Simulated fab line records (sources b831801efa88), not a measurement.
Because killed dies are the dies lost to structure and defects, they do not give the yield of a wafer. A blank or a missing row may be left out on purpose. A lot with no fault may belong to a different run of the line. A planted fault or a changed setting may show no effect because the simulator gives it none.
fab line records ; flow sky130
record: lots: 14; wafers: 42; last-day: 50
route steps=708 shown VIA3@589 CAP2M@606 METAL4@627
lots with no fault: from the same line, run without faults
start-h: hours from the record's opening day to when the first of the lot's shown wafers began ; wait-h: time in hours since the lot's previous step ; " same as the row above ; L1.1+2: several wafers, shown together as one row ; - either no value or no given start ; * or withheld: withheld ; < > ~ a bound
route shown NAME@n: a module of which the file shows steps, and the number in the route of the first ; usual: mean/standard deviation taken from wafers without a fault ; same: alike in all rows ; chamber/n: place in a boat ; sites: the reading at each site ; _std_site: how widely they spread, as a standard deviation ; _edge_site: the outer-site mean with the inner-site mean subtracted ; radius-mm: for every site, how far away it sits from the centre of the wafer ; mask NAME#n: copy n ; behind: the tool/chamber that last shaped the wafer ; hold: why the lot went on hold/how many hours it stayed there/how the hold came to an end ; device: names the non-switching transistor (n, p or np) ; end of line: tests of these same wafers at the route's end ; a step without rows: its recipe alone ; killed: not the wafer's yield, but the dies lost to structure and defects at the first sort ; map: a wafer's dies, x killed, . not, _ none there
set.NAME: the setting the step ran with; set.NAME@STEP: the setting that earlier step ran with ; model.NAME: the simulator's own value behind a step, which no gauge read
steps of the route over a sample of lots; a table a step, a row a wafer
services: when a tool's chamber went out of use (start-h, in hours from the record's first day, below 0 if earlier), for how many hours, and the reason
== steps ==
step: SKY_VIA3_STRIP_16
recipe: chemistry: O2/N2; power-w: 1400; pressure-mtorr: 1500; platen-temp-c: withheld; o2-flow-sccm: 3000; n2-flow-sccm: 300; overash-fraction: 0.5
usual: drypump-motor-current-A: 6.1/0.5; oes-product-au: 0.403/0.005; strip-time-to-endpoint-s: 4.146/0.021
lot.wafer;tool;chamber;start-h;wait-h;drypump-motor-current-A;oes-product-au;rf-hours-counter-h;strip-time-to-endpoint-s
L253.3;plasma-asher-03;0;962.76;0.1;5.4;0.399;-;4.155
L253.5;plasma-asher-03;1;962.76;0.1;5.6;0.404;-;4.146
L253.6;plasma-asher-03;0;962.76;0.1;5.5;0.402;-;4.129
L254.1;plasma-asher-01;0;969.16;0.0;5.7;0.403;52;4.145
L254.4;plasma-asher-01;1;969.16;0.0;6.3;0.407;-;4.151
L254.5;plasma-asher-01;0;969.16;0.0;5.7;0.402;-;4.144
L252.1;plasma-asher-04;1;970.35;0.0;6.8;0.399;23;4.157
L252.3;plasma-asher-04;0;970.35;0.0;6.3;0.397;-;4.143
L252.5;plasma-asher-04;1;970.35;0.0;6.8;0.398;-;4.146
L255.1;plasma-asher-01;1;973.21;0.0;6.3;0.408;53;4.138
L255.2;plasma-asher-01;0;973.21;0.0;5.7;0.396;53;4.119
L255.4;plasma-asher-01;1;973.21;0.0;6.3;0.404;-;4.147
L257.4;plasma-asher-03;0;983.08;0.0;5.5;0.395;-;4.100
L257.5;plasma-asher-03;0;983.08;0.0;5.5;0.400;-;4.145
L257.6;plasma-asher-03;1;983.08;0.0;5.6;0.401;-;4.155
L259.4;plasma-asher-04;0;985.59;0.1;6.3;0.394;-;4.138
L259.5;plasma-asher-04;1;985.59;0.1;6.8;0.400;-;4.112
L259.6;plasma-asher-04;0;985.59;0.1;6.3;0.410;-;4.120
L261.3;plasma-asher-03;1;1001.84;0.1;5.6;0.403;-;4.158
L261.5;plasma-asher-03;1;1001.84;0.1;5.6;0.396;-;4.152
L261.6;plasma-asher-03;0;1001.84;0.1;5.5;0.404;-;4.145
L262.1;plasma-asher-03;0;1008.15;0.0;5.5;0.405;118;4.150
L262.2;plasma-asher-03;1;1008.15;0.0;5.6;0.402;118;4.143
L262.4;plasma-asher-03;0;1008.15;0.0;5.4;0.404;-;4.163
L266.2;plasma-asher-01;1;1027.65;0.0;6.3;0.405;58;4.176
L266.3;plasma-asher-01;1;1027.65;0.0;6.3;0.410;-;4.166
L266.6;plasma-asher-01;1;1027.65;0.0;6.3;0.406;-;4.166
L267.1;plasma-asher-04;1;1034.85;0.0;6.8;0.396;29;4.181
L267.2;plasma-asher-04;0;1034.85;0.0;6.3;0.391;29;4.179
L267.3;plasma-asher-04;0;1034.85;0.0;6.3;0.411;-;4.161
L269.1;plasma-asher-03;1;1049.61;0.0;5.6;0.404;122;4.151
L269.3;plasma-asher-03;0;1049.61;0.0;5.5;0.404;-;4.186
L269.4;plasma-asher-03;1;1049.61;0.0;5.6;0.405;-;4.143
L270.1;plasma-asher-03;1;1053.76;0.0;5.6;0.392;122;4.130
L270.4;plasma-asher-03;1;1053.76;0.0;5.6;0.397;-;4.115
L270.6;plasma-asher-03;1;1053.76;0.0;5.6;0.400;-;4.133
L274.1;plasma-asher-04;0;1079.40;0.0;6.3;0.396;34;4.108
L274.3;plasma-asher-04;0;1079.40;0.0;6.3;0.403;-;4.095
L274.4;plasma-asher-04;1;1079.40;0.0;6.8;0.398;-;4.140
L275.2;plasma-asher-04;1;1086.71;0.0;6.8;0.402;35;4.108
L275.3;plasma-asher-04;1;1086.71;0.0;6.8;0.406;-;4.180
L275.6;plasma-asher-04;1;1086.71;0.0;6.8;0.401;-;4.170
step: SKY_CAP2M_RS_MEAS_03
recipe: thk-meas-gauge: four-point-probe; reads: TiN_of_CAP2M_SPUTTER_02
usual: CAP2M_TIN_RS: 6.90/0.067
lot.wafer;tool;chamber;start-h;wait-h;CAP2M_TIN_RS[ohm/sq]
L253.3;film-metro-03;-;964.61;0.1;6.97
L253.5;film-metro-03;-;964.61;0.1;7.01
L253.6;film-metro-03;-;964.61;0.1;6.91
L254.1;film-metro-03;-;970.77;0.1;6.96
L254.4;film-metro-03;-;970.77;0.1;6.96
L254.5;film-metro-03;-;970.77;0.1;6.90
L252.1;film-metro-04;-;972.09;0.1;6.89
L252.3;film-metro-04;-;972.09;0.1;6.87
L252.5;film-metro-04;-;972.09;0.1;6.93
L255.1;film-metro-02;-;974.82;0.1;6.99
L255.2;film-metro-02;-;974.82;0.1;6.92
L255.4;film-metro-02;-;974.82;0.1;7.00
L257.4;film-metro-04;-;984.72;0.1;6.92
L257.5;film-metro-04;-;984.72;0.1;7.04
L257.6;film-metro-04;-;984.72;0.1;6.89
L259.4;film-metro-04;-;987.21;0.1;6.96
L259.5;film-metro-04;-;987.21;0.1;6.97
L259.6;film-metro-04;-;987.21;0.1;6.87
L261.3;film-metro-03;-;1003.44;0.1;6.92
L261.5;film-metro-03;-;1003.44;0.1;6.95
L261.6;film-metro-03;-;1003.44;0.1;6.93
L262.1;film-metro-02;-;1009.75;0.1;6.92
L262.2;film-metro-02;-;1009.75;0.1;6.76
L262.4;film-metro-02;-;1009.75;0.1;6.80
L266.2;film-metro-02;-;1029.28;0.1;6.93
L266.3;film-metro-02;-;1029.28;0.1;6.98
L266.6;film-metro-02;-;1029.28;0.1;6.86
L267.1;film-metro-02;-;1036.47;0.1;6.81
L267.2;film-metro-02;-;1036.47;0.1;6.89
L267.3;film-metro-02;-;1036.47;0.1;6.84
L269.1;film-metro-02;-;1051.22;0.1;6.90
L269.3;film-metro-02;-;1051.22;0.1;6.90
L269.4;film-metro-02;-;1051.22;0.1;6.90
L270.1;film-metro-04;-;1055.44;0.1;6.87
L270.4;film-metro-04;-;1055.44;0.1;6.83
L270.6;film-metro-04;-;1055.44;0.1;6.82
L274.1;film-metro-02;-;1081.00;0.1;6.90
L274.3;film-metro-02;-;1081.00;0.1;6.93
L274.4;film-metro-02;-;1081.00;0.1;7.06
L275.2;film-metro-02;-;1088.34;0.1;6.93
L275.3;film-metro-02;-;1088.34;0.1;6.89
L275.6;film-metro-02;-;1088.34;0.1;6.93
step: SKY_METAL4_PEB_11
recipe: peb-temp-c: withheld; peb-time-s: withheld; resist: KrF-thick
usual: chill-plate-temp-C: *; exhaust-pa: 44.7/1
lot.wafer;tool;chamber;start-h;wait-h;chill-plate-temp-C;exhaust-pa
L253.3;litho-track-03;0;1011;-;*;44.1
L253.5;litho-track-03;0;1011;-;*;46.3
L253.6;litho-track-03;0;1011;-;*;45.4
L254.1;litho-track-04;0;1018;-;*;44.3
L254.4;litho-track-04;0;1018;-;*;45.8
L254.5;litho-track-04;0;1018;-;*;44.8
L252.1;litho-track-04;0;1019;-;*;45.5
L252.3;litho-track-04;0;1019;-;*;45.8
L252.5;litho-track-04;0;1019;-;*;45.3
L255.1;litho-track-03;0;1022;-;*;45.4
L255.2;litho-track-03;0;1022;-;*;44.1
L255.4;litho-track-03;0;1022;-;*;44.6
L257.4;litho-track-03;0;1029;-;*;44.6
L257.5;litho-track-03;0;1029;-;*;46.0
L257.6;litho-track-03;0;1029;-;*;44.5
L259.4;litho-track-03;0;1033;-;*;44.8
L259.5;litho-track-03;0;1033;-;*;44.6
L259.6;litho-track-03;0;1033;-;*;44.9
L261.3;litho-track-03;-;1048;-;-;-
L261.5;litho-track-03;-;1048;-;-;-
L261.6;litho-track-03;-;1048;-;-;-
L262.1;litho-track-04;-;1054;-;-;-
L262.2;litho-track-04;-;1054;-;-;-
L262.4;litho-track-04;-;1054;-;-;-
L266.2;litho-track-03;0;1072;-;*;45.8
L266.3;litho-track-03;0;1072;-;*;45.0
L266.6;litho-track-03;0;1072;-;*;45.7
L267.1;litho-track-02;0;1079;-;*;43.7
L267.2;litho-track-02;0;1079;-;*;44.4
L267.3;litho-track-02;0;1079;-;*;44.5
L269.1;litho-track-03;0;1094;-;*;43.6
L269.3;litho-track-03;0;1094;-;*;45.2
L269.4;litho-track-03;0;1094;-;*;44.5
L270.1;litho-track-02;0;1098;-;*;45.6
L270.4;litho-track-02;0;1098;-;*;45.7
L270.6;litho-track-02;0;1098;-;*;46.1
L274.1;litho-track-03;0;1122;-;*;45.1
L274.3;litho-track-03;0;1122;-;*;45.4
L274.4;litho-track-03;0;1122;-;*;44.3
L275.2;litho-track-04;0;1130;-;*;44.0
L275.3;litho-track-04;0;1130;-;*;45.3
L275.6;litho-track-04;0;1130;-;*;45.8
step: SKY_METAL4_OVL_MEAS_14
usual: METAL4_OVL: 3/5.9
lot.wafer;tool;chamber;start-h;wait-h;METAL4_OVL[nm]
L253.3;overlay-01;-;1011.98;0.1;1
L253.5;overlay-01;-;1011.98;0.1;-2
L253.6;overlay-01;-;1011.98;0.1;-4
L254.1;overlay-01;-;1019.31;0.1;6
L254.4;overlay-01;-;1019.31;0.1;10
L254.5;overlay-01;-;1019.31;0.1;7
L252.1;overlay-01;-;1019.66;0.1;7
L252.3;overlay-01;-;1019.66;0.1;8
L252.5;overlay-01;-;1019.66;0.1;11
L255.1;overlay-02;-;1022.57;0.1;0
L255.2;overlay-02;-;1022.57;0.1;1
L255.4;overlay-02;-;1022.57;0.1;0
L257.4;overlay-02;-;1029.89;0.1;6
L257.5;overlay-02;-;1029.89;0.1;4
L257.6;overlay-02;-;1029.89;0.1;3
L259.4;overlay-01;-;1033.90;0.1;-3
L259.5;overlay-01;-;1033.90;0.1;-1
L259.6;overlay-01;-;1033.90;0.1;0
L261.3;overlay-02;-;1048.83;0.1;-
L261.5;overlay-02;-;1048.83;0.1;-
L261.6;overlay-02;-;1048.83;0.1;-
L262.1;overlay-02;-;1054.56;0.1;-
L262.2;overlay-02;-;1054.56;0.1;-
L262.4;overlay-02;-;1054.56;0.1;-
L266.2;overlay-01;-;1073.03;0.1;11
L266.3;overlay-01;-;1073.03;0.1;2
L266.6;overlay-01;-;1073.03;0.1;13
L267.1;overlay-02;-;1079.72;0.1;0
L267.2;overlay-02;-;1079.72;0.1;7
L267.3;overlay-02;-;1079.72;0.1;-4
L269.1;overlay-01;-;1094.57;0.1;9
L269.3;overlay-01;-;1094.57;0.1;15
L269.4;overlay-01;-;1094.57;0.1;10
L270.1;overlay-01;-;1098.52;0.1;3
L270.4;overlay-01;-;1098.52;0.1;2
L270.6;overlay-01;-;1098.52;0.1;4
L274.1;overlay-02;-;1123.07;0.1;7
L274.3;overlay-02;-;1123.07;0.1;4
L274.4;overlay-02;-;1123.07;0.1;-2
L275.2;overlay-02;-;1131.02;0.1;5
L275.3;overlay-02;-;1131.02;0.1;4
L275.6;overlay-02;-;1131.02;0.1;1
== services ==
tool;chamber;start-h;hours;kind
plasma-asher-03;-;947.43;1.0;repair
plasma-asher-03;-;958.16;0.4;repair
plasma-asher-04;-;972.61;2.8;pm
plasma-asher-03;-;1019.60;2.8;pm
plasma-asher-03;-;1055.25;9.0;pm
plasma-asher-03;0;1055.25;9.0;vent-cycle
plasma-asher-03;1;1055.25;9.0;vent-cycle
plasma-asher-03;0;1064.25;-;clean
plasma-asher-03;1;1064.25;-;clean
plasma-asher-01;-;1077.28;6.7;repair
== key ==
first-sign: step: SKY_METAL4_PEB_11; reading: tool-record; direction: missing
effect none on later readings
met-at SKY_METAL4_PEB_11
struck-lots L261,L262
later-rows-left-out L261.3,L261.5,L261.6,L262.1,L262.2,L262.4
sort-left-out L261.3,L261.5,L261.6,L262.1,L262.2,L262.4
not-acting-at SKY_VIA3_STRIP_16,SKY_CAP2M_RS_MEAS_03,SKY_METAL4_OVL_MEAS_14
onset-between 1033 1048
fault: kind: skipped-step-whole; tool: litho-track-03,litho-track-04; chamber: -; onset-h: 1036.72; steps: SKY_METAL4_PEB_11; scope: struck-lots-only
sort-left-out: the simulated sort isn't trusted on such a fault, so these wafers' sort isn't shown, and their yield isn't known
later-rows-left-out: the simulator's readings of these wafers behind a module that went badly wrong aren't trusted and aren't shown, but for the sort
